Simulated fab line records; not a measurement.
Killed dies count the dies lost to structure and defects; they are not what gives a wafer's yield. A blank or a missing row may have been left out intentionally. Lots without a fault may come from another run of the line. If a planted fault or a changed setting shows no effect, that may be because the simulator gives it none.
8D (eight disciplines) problem report, filled in by code    flow sky130    the parts of the form that need people (team, actions taken, sign-off) are left out

== 1. WHAT WENT WRONG ==
Mean of strip-time-to-endpoint-s at SKY_PWDE_STRIP_09: 12.93 s across 6 wafers in 2 lots; on wafers with no fault it is 36.94 s (standard deviation 0.12). So: -99 or more standard deviations from the usual mean.
The step: strips in O2/N2.
First seen on wafer L455.2, day 5 14:11, on plasma-asher-02. At this step, 36 wafers from 12 lots have a number in the record. The rule behind "out" and "out of limits": a value lying over 4 standard deviations away from the usual mean. Any other wafer with a number is counted as sound.

== 2. WHAT IT IS AND WHAT IT IS NOT ==
question                     is                                is not
which readings at this step  strip-time-to-endpoint-s          drypump-motor-current-A, n2-flow-sccm, o2-flow-sccm
which lots                   L455, L460                        L449, L450, L451, L452, L453, L454, L462, L463, L464, L471
which wafers of those lots   all that have a number            -
read on which tools          plasma-asher-01, plasma-asher-02  plasma-asher-03
when                         from day 5 14:11                  up to then (18 sound wafers); but 12 sound wafers of L462, L463, L464, L471 came after

== 3. SUSPECTS, AND WHAT RULES EACH OUT ==
Counting: a tool at any process step up to the reading remains a suspect when it ran all the lots that are out and ran no sound lot after the first of those.
- cmp-02 at SKY_FIELD_ISO_CMP_27 (polishes, stops on Si3N4, t overpolish 16 s, target thk 457.8 nm): ruled out as a lasting fault. Following L455 (day 3 23:28), the first lot on it that is out, the sound lots L462, L463 were run on it.
- litho-track-03 at SKY_PWDE_COAT_02 (resist thk 3000 nm): ruled out as a lasting fault. Following L455 (day 5 04:22), the first lot on it that is out, the sound lots L471 were run on it.
Left after counting: nothing in the record.

== 4. THE CAUSE (what the simulator had put in) ==
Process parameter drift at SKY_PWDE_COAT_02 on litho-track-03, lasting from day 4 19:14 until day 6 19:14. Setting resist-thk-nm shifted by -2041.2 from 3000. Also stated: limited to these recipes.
The count ruled it out by mistake, since the rule takes a fault to strike every lot its tool runs from the start of the fault on, and this one did not do so.

== 5. THE CHAIN OF EFFECTS, in route order ==
One row per reading whose mean, taken over the struck wafers that have a number, lies over 3 standard deviations from the usual. Scope: only readings with a usual standard deviation given in the record; hours: median across lots of the time from each lot's start at the first step in this table that gives one to its start at this step; sigmas: change in usual standard deviations.
hours  step                   reading                   usual    on struck wafers  change  sigmas
0      SKY_PWDE_STRIP_09      strip-time-to-endpoint-s  36.94 s  12.93             -24.01  -99 or more
1008   SKY_PAD_OPEN_PROBE_99  killed-at-front-end       15       399               +384    +87
1008   SKY_PAD_OPEN_PROBE_99  killed-dies               88       473               +385    +39
1008   SKY_PAD_OPEN_PROBE_99  killed-on-rim             17       96                +79     +20
Here are the process steps it includes:
- SKY_PWDE_STRIP_09: strips in O2/N2.
- SKY_PAD_OPEN_PROBE_99
Later steps that measure or inspect, where all struck wafers having a row at the step show a number for every such reading and not one has moved that far: SKY_VT_ADJUST_PCH_OVL_MEAS_07, SKY_VT_ADJUST_PCH_TW_MEAS_10.

== 6. WHAT WOULD HAVE CAUGHT IT SOONER ==
In this record the first reading out of limits was taken at day 5 14:11, 19 hours after the fault began at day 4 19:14.
Of the tool readings at SKY_PWDE_COAT_02 for which the record gives a usual standard deviation, none was out on any struck wafer, so an alarm limit of 4 standard deviations on them would not have fired.
